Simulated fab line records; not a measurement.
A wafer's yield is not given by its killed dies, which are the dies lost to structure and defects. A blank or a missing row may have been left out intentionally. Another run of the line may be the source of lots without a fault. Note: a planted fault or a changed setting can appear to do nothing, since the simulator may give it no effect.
The tool behind it: which one? :: flow sfq line :: 7 lots, 20 wafers sampled, at 4 steps of a route of 325

WHAT THE GAUGES READ, wafer by wafer
SFQ_M7_RS_MEAS_943: uses a four-point probe to measure.
lot: L515
measured: day 69 07:20
on: film metro-04
M7_NB_RS (ohm/sq): 0.899 0.912 0.908

lot: L517
measured: day 69 21:31
on: film metro-01
M7_NB_RS (ohm/sq): 0.883 0.884 0.879

lot: L519
measured: day 73 17:47
on: film metro-03
M7_NB_RS (ohm/sq): 0.877 0.898 0.892

lot: L521
measured: day 74 05:47
on: film metro-03
M7_NB_RS (ohm/sq): 0.876 0.890 0.888

lot: L524
measured: day 76 12:56
on: film metro-03
M7_NB_RS (ohm/sq): 0.881 0.866 0.879

lot: L532
measured: day 77 11:23
on: film metro-03
M7_NB_RS (ohm/sq): 1.416 0.879

lot: L535
measured: day 77 18:03
on: film metro-04
M7_NB_RS (ohm/sq): 0.895 0.901 0.899

WHICH TOOL RAN EACH LOT (tool, then ch and the chambers of the sampled wafers, then the start)
lot: L515
SFQ_TRILAYER_R5_STRIP_STRIP_140: rie metal-02 ch 0,1, day 58 06:22
SFQ_TRILAYER_I6_VIA_BARC_OPEN_VIA_ETCH_235: rie diel-03 ch 0,1, day 69 06:16
SFQ_TRILAYER_M7_DEP_SPUTTER_175: pvd sputter-06, day 69 07:13

lot: L517
SFQ_TRILAYER_R5_STRIP_STRIP_140: rie metal-02 ch 0,1, day 58 15:41
SFQ_TRILAYER_I6_VIA_BARC_OPEN_VIA_ETCH_235: rie diel-01 ch 1,2,3, day 69 19:28
SFQ_TRILAYER_M7_DEP_SPUTTER_175: pvd sputter-04, day 69 21:25

lot: L519
SFQ_TRILAYER_R5_STRIP_STRIP_140: rie metal-01 ch 0, day 59 01:24
SFQ_TRILAYER_I6_VIA_BARC_OPEN_VIA_ETCH_235: rie diel-01 ch 0,3, day 73 16:44
SFQ_TRILAYER_M7_DEP_SPUTTER_175: pvd sputter-06, day 73 17:41

lot: L521
SFQ_TRILAYER_R5_STRIP_STRIP_140: rie metal-03 ch 0,1, day 59 05:20
SFQ_TRILAYER_I6_VIA_BARC_OPEN_VIA_ETCH_235: rie diel-03 ch 1,2,3, day 74 04:44
SFQ_TRILAYER_M7_DEP_SPUTTER_175: pvd sputter-06, day 74 05:41

lot: L524
SFQ_TRILAYER_R5_STRIP_STRIP_140: rie metal-03 ch 0,1, day 61 09:35
SFQ_TRILAYER_I6_VIA_BARC_OPEN_VIA_ETCH_235: rie diel-01 ch 0,1,2, day 76 11:53
SFQ_TRILAYER_M7_DEP_SPUTTER_175: pvd sputter-04, day 76 12:50

lot: L532
SFQ_TRILAYER_R5_STRIP_STRIP_140: rie metal-02 ch 0,1, day 62 18:11
SFQ_TRILAYER_I6_VIA_BARC_OPEN_VIA_ETCH_235: rie diel-03 ch 1,2, day 77 10:20
SFQ_TRILAYER_M7_DEP_SPUTTER_175: pvd sputter-04, day 77 11:17

lot: L535
SFQ_TRILAYER_R5_STRIP_STRIP_140: rie metal-03 ch 0,1, day 63 07:23
SFQ_TRILAYER_I6_VIA_BARC_OPEN_VIA_ETCH_235: rie diel-03 ch 1,2, day 77 16:20
SFQ_TRILAYER_M7_DEP_SPUTTER_175: pvd sputter-06, day 77 17:58
- SFQ_TRILAYER_R5_STRIP_STRIP_140: strips in O2.
- SFQ_TRILAYER_I6_VIA_BARC_OPEN_VIA_ETCH_235: etches BARC in O2, target depth 125 nm, time 41.7 s.
- SFQ_TRILAYER_M7_DEP_SPUTTER_175: material Nb, target thk 200 nm, time 133.3 s.

THE ANSWER, worked out from the rows above alone
Rule: usual is defined by the lots themselves. The widest of any qualifying gaps counts: lots, ordered by their means at a reading, are off when they make up no more than a third of the lots, leave a main group of 4 or more, and stand apart from it by 3 or more times the standard deviation of that group's means. Not used: any main group whose means are identical at the precision the tables above print for the reading. A lot without any number at a reading at which 4 lots or more have one is off too. Where the step has rows for the other lots, those lots are counted as sound.
Off: at SFQ_M7_RS_MEAS_943 (M7_NB_RS), L532. Mean 0.889 ohm/sq and standard deviation 0.01 in the main group.
A tool fits if, at a process step before that reading, it ran every lot that is off, and no sound lot after the first of them. The gauges at SFQ_M7_RS_MEAS_943 are tried like those tools. Can't be told from this: 3 tools fit, rie metal-02 at SFQ_TRILAYER_R5_STRIP_STRIP_140, pvd sputter-04 at SFQ_TRILAYER_M7_DEP_SPUTTER_175, film metro-03 at SFQ_M7_RS_MEAS_943.

WHAT WAS PUT IN BY THE SIMULATOR
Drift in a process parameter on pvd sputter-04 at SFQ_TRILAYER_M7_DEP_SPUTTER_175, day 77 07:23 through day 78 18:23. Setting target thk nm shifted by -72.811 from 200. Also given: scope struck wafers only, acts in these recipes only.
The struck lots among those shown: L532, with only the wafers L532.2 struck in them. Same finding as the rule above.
